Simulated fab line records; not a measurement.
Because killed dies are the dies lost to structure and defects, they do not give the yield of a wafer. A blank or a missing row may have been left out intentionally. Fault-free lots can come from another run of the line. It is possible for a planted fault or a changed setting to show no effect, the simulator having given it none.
Which tool was responsible? -- flow gf180mcu -- 13 lots, 39 wafers sampled, at 4 steps of a route of 602

WHAT EACH GAUGE READ, for each wafer
GF_HV_LDD_OVL_MEAS_20.
lot,measured,on,HV_LDD_01_OVL (nm)
L933,day 10 18:34,overlay-01,-0.1 1.4 -0.2
L934,day 11 03:15,overlay-01,2.1 0.5 2.5
L935,day 11 11:44,overlay-02,2.6 2.2 -0.3
L936,day 11 17:51,overlay-01,2.6 1.3 0.5
L937,day 12 00:56,overlay-02,0.1 1.5 0.5
L941,day 13 12:18,overlay-02,0.8 0.5 1.0
L944,day 14 05:35,overlay-01,63.9 65.6 62.2
L945,day 14 13:15,overlay-01,62.7 63.6 61.8
L947,day 15 09:44,overlay-01,2.5 0.1 -0.2
L949,day 15 19:23,overlay-01,0.9 2.2 2.5
L952,day 16 22:05,overlay-02,2.4 0.9 2.1
L953,day 17 12:18,overlay-02,2.0 2.1 1.8
L954,day 17 13:28,overlay-01,2.3 2.0 3.4

GF_V1_BOW_MEAS_05.
lot,measured,on,V1_BOW (um)
L933,day 17 07:13,film metro-02,75 73 91
L934,day 17 14:49,film metro-01,84 75 80
L935,day 18 01:19,film metro-02,84 98 87
L936,day 18 09:11,film metro-02,79 88 85
L937,day 18 16:30,film metro-01,72 62 62
L941,day 20 12:47,film metro-01,78 71 72
L944,day 21 07:32,film metro-04,72 76 77
L945,day 21 15:38,film metro-04,82 78 76
L947,day 22 16:24,film metro-04,77 75 74
L949,day 23 01:31,film metro-04,80 94 88
L952,day 24 03:24,film metro-01,78 85 87
L953,day 24 17:47,film metro-04,74 90 89
L954,day 24 18:22,film metro-01,87 76 78

GF_V1_THK_MEAS_25: measures by xrf.
lot,measured,on,V1_W_THK (nm)
L933,day 18 07:28,film metro-02,348 349 351
L934,day 18 14:56,film metro-01,356 357 354
L935,day 19 02:22,film metro-02,358 363 361
L936,day 19 10:49,film metro-01,361 367 358
L937,day 19 18:32,film metro-04,355 358 358
L941,day 21 14:03,film metro-02,357 360 350
L944,day 22 08:34,film metro-01,352 352 355
L945,day 22 17:04,film metro-02,350 345 353
L947,day 23 17:22,film metro-01,359 360 355
L949,day 24 01:20,film metro-02,370 367 364
L952,day 25 02:07,film metro-01,351 357 355
L953,day 25 16:43,film metro-04,353 362 358
L954,day 25 17:05,film metro-02,363 365 361

WHICH TOOL RAN EACH LOT (tool, then ch and the chambers of the sampled wafers, then the start)
lot,GF_HV_LDD_EXPOSE_16
L933,"iline stepper-02 ch 0, day 10 09:40"
L934,"iline stepper-01 ch 0, day 10 17:54"
L935,"iline stepper-02 ch 0, day 11 02:21"
L936,"iline stepper-02 ch 0, day 11 08:34"
L937,"iline stepper-01 ch 0, day 11 15:04"
L941,"iline stepper-02 ch 0, day 13 02:22"
L944,"iline stepper-01 ch 0, day 13 19:17"
L945,"iline stepper-01 ch 0, day 14 02:40"
L947,"iline stepper-02 ch 0, day 14 23:10"
L949,"iline stepper-02 ch 0, day 15 08:58"
L952,"iline stepper-02 ch 0, day 16 10:43"
L953,"iline stepper-02 ch 0, day 17 00:44"
L954,"iline stepper-02 ch 0, day 17 01:20"
- GF_HV_LDD_EXPOSE_16: exposes mask Pplus LV AREA, target cd 400 nm.

WHAT THE TOOLS THEMSELVES READ (means of the sampled wafers that have a number; where no wafer has one, the mark that the record gives instead)
GF_HV_LDD_EXPOSE_16.
lot,tool,focus offset nm (nm)
L933,iline stepper-02,0.9
L934,iline stepper-01,-0.3
L935,iline stepper-02,0.4
L936,iline stepper-02,-0.5
L937,iline stepper-01,-0.2
L941,iline stepper-02,-0.5
L944,iline stepper-01,-0.2
L945,iline stepper-01,0.5
L947,iline stepper-02,-0.5
L949,iline stepper-02,-0.2
L952,iline stepper-02,-0.1
L953,iline stepper-02,0.5
L954,iline stepper-02,-0.4

THE ANSWER, worked out from the rows above alone
Rule: the lots themselves supply what counts as usual. The widest of any qualifying gaps counts: lots, ordered by their means at a reading, are off when they make up no more than a third of the lots, leave a main group of 4 or more, and stand apart from it by 3 or more times the standard deviation of that group's means. A main group is skipped when, at the precision printed for the reading in the tables above, its means are all equal. Also off: a lot with no number at a reading for which 4 or more lots have one. Where the step has rows for the other lots, those lots are counted as sound. After the gauges, taken in route order, come the tools' own readings; for these a lot's mean is taken, as printed above. The first step at which some lot is off is used, and at that step the reading that is off furthest; a lot without a number counts as furthest.
Off: L944, L945, seen at GF_HV_LDD_OVL_MEAS_20 (HV_LDD_01_OVL). The main group has a mean of 1.4 nm with a standard deviation of 0.64.
If a tool, at a process step before that reading, ran all the lots that are off and no sound lot after the first of them, it fits. Those tools and the gauges at GF_HV_LDD_OVL_MEAS_20 are tried in the same way. One candidate fits, namely iline stepper-01 at GF_HV_LDD_EXPOSE_16. A fault onset in the window from L937 (day 11 15:04, its last sound lot) to L944 (day 13 19:17, its first lot off) fits.

WHAT WAS PUT IN BY THE SIMULATOR
Scanner matching overlay: iline stepper-01, from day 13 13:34 on, at GF_HV_LDD_EXPOSE_16. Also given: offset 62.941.
Shown lots that were struck: L944, L945. The same result came from the rule above.
